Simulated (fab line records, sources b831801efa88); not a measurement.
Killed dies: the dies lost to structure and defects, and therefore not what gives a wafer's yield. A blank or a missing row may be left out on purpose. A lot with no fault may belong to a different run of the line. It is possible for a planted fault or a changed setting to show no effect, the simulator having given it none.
One fault through the eyes of 2 desks	flow gf180mcu	every desk sees just its own numbers, and what lay behind them comes last

METROLOGY DESK
What the gauges read, lot by lot, whatever tool the lot ran on: means of the sampled wafers that have a number. If a lot's mean is further than 4 standard deviations from the usual mean, the lot is out of limits and carries the mark OUT (the distance appears in the brackets).
Columns: A = M5_OVL at GF_M5_OVL_MEAS_08, usual -3 nm
lot	first seen here	A
L262	day 26 15:07	2
L263	day 26 18:55	0
L264	day 27 01:02	-6
L266	day 27 14:17	-3
L267	day 28 01:46	-2
L272	day 29 15:01	3
L273	day 29 22:43	-2
L274	day 30 04:26	-7
L281	day 32 03:25	-5
L282	day 32 09:49	-12
L283	day 32 15:14	-6
L284	day 32 17:36	-4
L285	day 33 00:13	-1
This desk found nothing out of limits on any of the 13 lots.

AT THE TOOL OWNER'S DESK: litho track-03
The tool's own readings at GF_V5_DEVELOP_13 (develop time 60 s): means of the sampled wafers that have a number, for each lot that ran on this tool. If a lot's mean is further than 4 standard deviations from the usual mean, the lot is out of limits and carries the mark OUT (the distance appears in the brackets).
Columns: A = developer temp C at GF_V5_DEVELOP_13, usual 21.00 C
lot	first seen here	A
L262	day 27 12:48	20.95
L266	day 28 11:15	20.89
L272	day 30 10:51	20.11 (-8.1) OUT
L273	day 30 18:51	20.21 (-7.2) OUT
L274	day 30 23:36	19.99 (-9.2) OUT
L285	day 33 16:48	21.12
This desk finds L272, L273, L274 out of limits, L272 being first, at day 30 10:51 (developer temp C at GF_V5_DEVELOP_13). In limits: L262, L266, L285.

BROUGHT TOGETHER
At day 30 10:51, on L272, L273, L274, the tool owner's desk was in a position to raise an alarm.
Nothing out of limits was seen by the metrology desk.
The metrology desk holds a record of L272, L273, L274, inside its limits.
Every lot named ran GF_V5_DEVELOP_13 on litho track-03.

WHAT THE SIMULATOR PUT IN
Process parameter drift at GF_V5_DEVELOP_13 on litho track-03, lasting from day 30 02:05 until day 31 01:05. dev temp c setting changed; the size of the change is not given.
Struck lots among those shown: L272, L273, L274.
Each desk's first reading out of limits, in hours after the fault started: the tool owner's desk, 9.
